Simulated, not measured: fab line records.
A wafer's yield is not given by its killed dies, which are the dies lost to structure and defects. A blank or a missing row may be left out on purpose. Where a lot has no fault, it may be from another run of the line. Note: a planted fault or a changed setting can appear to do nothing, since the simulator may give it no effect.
2 desks, one fault | flow sky130 | what lay behind the numbers comes last; until then each desk has only its own

## FOR THE TOOL OWNER'S DESK: lpcvd-03
The tool's own readings at SKY_SONOS_ONO_CVD_04 (deposits SiO2 from SiH4/N2O, target thk 5.7199 nm): means of the sampled wafers that have a number, for each lot that ran on this tool. The brackets show how far a lot's mean lies from the usual mean; more than 4 standard deviations puts the lot out of limits, marked OUT.
Columns: A = pressure mtorr at SKY_SONOS_ONO_CVD_04, usual 400.1 mTorr; B = spike tc bottom C at SKY_SONOS_ONO_CVD_04, usual 919.5 C; C = spike tc top C at SKY_SONOS_ONO_CVD_04, usual 911.0 C
lot  | first seen here | A     | B     | C
L459 | day 11 20:05    | 400.2 | 919.4 | 909.7
L460 | day 12 04:56    | 399.5 | 920.3 | 910.6
L461 | day 12 13:05    | 400.4 | 920.0 | 911.6
L462 | day 12 21:44    | 400.4 | 919.2 | 911.0
L464 | day 13 16:35    | 399.4 | 920.1 | 910.7
L466 | day 14 04:11    | 400.1 | 918.7 | 910.2
L470 | day 15 18:38    | 399.8 | 917.7 | 912.0
L473 | day 16 07:09    | 399.7 | 918.9 | 911.4
L477 | day 18 03:46    | 400.1 | 917.9 | 910.4
L478 | day 18 10:04    | 400.5 | 918.9 | 911.1
L480 | day 19 01:19    | 399.6 | 918.9 | 911.1
L481 | day 19 08:04    | 399.8 | 920.4 | 911.8
This desk found nothing out of limits on any of the 12 lots.

## THE METROLOGY DESK
Means of the sampled wafers that have a number, per lot and without regard to the tool the lot ran on: this is what the gauges read. The brackets show how far a lot's mean lies from the usual mean; more than 4 standard deviations puts the lot out of limits, marked OUT.
Columns: A = cd nm at SKY_FIELD_ISO_CD_MEAS_13, usual 149.9 nm; B = PWDE_TW at SKY_PWDE_TW_MEAS_10, usual 377.0; C = SONOS_ONO_OVL at SKY_SONOS_ONO_OVL_MEAS_14, usual 0.5 nm
lot  | first seen here | A     | B     | C
L459 | day 2 09:22     | 148.3 | 377.9 | 2.1
L460 | day 2 15:58     | 153.1 | 374.4 | -1.4
L461 | day 2 21:08     | 149.8 | 372.9 | -1.2
L462 | day 3 02:25     | 150.3 | 375.1 | -0.5
L464 | day 3 11:18     | 148.0 | 381.5 | 0.2
L466 | day 3 21:17     | 152.9 | 380.6 | -0.8
L467 | day 4 02:37     | 149.3 | 376.5 | -
L468 | day 4 11:37     | 146.7 | 375.3 | -
L470 | day 4 22:32     | 149.4 | 376.0 | 0.4
L473 | day 5 10:04     | 148.4 | 378.1 | 0.7
L477 | day 6 07:58     | 153.8 | 376.9 | 1.0
L478 | day 6 14:03     | 151.6 | 373.4 | 1.4
L480 | day 6 21:58     | 149.6 | 376.2 | 1.4
L481 | day 7 03:22     | 150.1 | 378.7 | 0.8
This desk found nothing out of limits on any of the 14 lots.

## ALL TOGETHER
The desk of the tool owner found nothing out of limits.
Metrology desk: nothing out of limits seen.

## WHAT HAD BEEN PUT IN BY THE SIMULATOR
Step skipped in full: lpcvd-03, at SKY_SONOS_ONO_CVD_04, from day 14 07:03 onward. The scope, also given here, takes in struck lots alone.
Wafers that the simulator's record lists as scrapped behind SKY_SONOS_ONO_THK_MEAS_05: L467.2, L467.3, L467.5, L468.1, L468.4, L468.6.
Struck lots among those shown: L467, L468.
